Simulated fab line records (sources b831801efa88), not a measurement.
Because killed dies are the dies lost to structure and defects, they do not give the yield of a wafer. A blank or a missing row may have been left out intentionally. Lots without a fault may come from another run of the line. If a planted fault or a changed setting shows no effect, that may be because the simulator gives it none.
What tool caused it? -- flow sky130 -- 18 wafers from 6 lots sampled at 2 of the route's 708 steps

== WHAT EACH GAUGE READ, for each wafer ==
SKY_VT_ADJUST_LVTN_OVL_MEAS_07.
lot,measured,on,VT_ADJUST_LVTN_OVL (nm)
L153,day 8 09:17,overlay-02,-1.8 -1.8 -3.6
L159,day 9 08:32,overlay-01,- - -
L161,day 10 02:10,overlay-01,1.8 1.0 0.6
L165,day 11 01:16,overlay-02,0.1 -2.2 -0.9
L167,day 11 11:27,overlay-02,0.3 0.7 0.4
L172,day 13 05:01,overlay-02,-2.5 -2.2 -0.6

== WHAT TOOL EACH LOT RAN ON (gives the tool, then ch and the chambers of the sampled wafers, and finally the start) ==
lot,SKY_VT_ADJUST_LVTN_DEVELOP_06
L153,"litho-track-01 ch 0, day 8 09:00"
L159,"litho-track-04 ch 0, day 9 08:00"
L161,"litho-track-02 ch 0, day 10 02:00"
L165,"litho-track-02 ch 0, day 11 01:00"
L167,"litho-track-01 ch 0, day 11 11:00"
L172,"litho-track-02 ch 0, day 13 04:00"
- SKY_VT_ADJUST_LVTN_DEVELOP_06: develop time 60 s.

== THE ANSWER, worked out from the rows above alone ==
Rule: usual is defined by the lots themselves. Put in order of their means at a reading, lots are off if they are a third of the lots or fewer, leave a main group of 4 or more, and stand apart from it by a gap of 3 or more times the standard deviation of the main group's means; of several such gaps the widest counts. The tables above print the reading to a certain number of digits; a main group whose means all agree to those digits is not used. Also off: a lot with no number at a reading for which 4 or more lots have one. Any other lot the step has rows for is counted as sound.
Off: L159, seen at SKY_VT_ADJUST_LVTN_OVL_MEAS_07 (VT_ADJUST_LVTN_OVL). Without a number there: L159. The main group: mean -0.7 nm, standard deviation 1.3.
A tool fits if, at a process step before that reading, it ran every lot that is off, and no sound lot after the first of them. Gauges at SKY_VT_ADJUST_LVTN_OVL_MEAS_07: tried the same way as those tools. One candidate fits, namely litho-track-04 at SKY_VT_ADJUST_LVTN_DEVELOP_06. It ran no sound lot before its first lot that is off in this sample, so the start can't be narrowed down.

== WHAT HAD BEEN PUT IN BY THE SIMULATOR ==
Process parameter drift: litho-track-04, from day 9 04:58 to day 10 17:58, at SKY_VT_ADJUST_LVTN_DEVELOP_06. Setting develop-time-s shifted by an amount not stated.
Shown lots that were struck: L159. Same finding as the rule above.
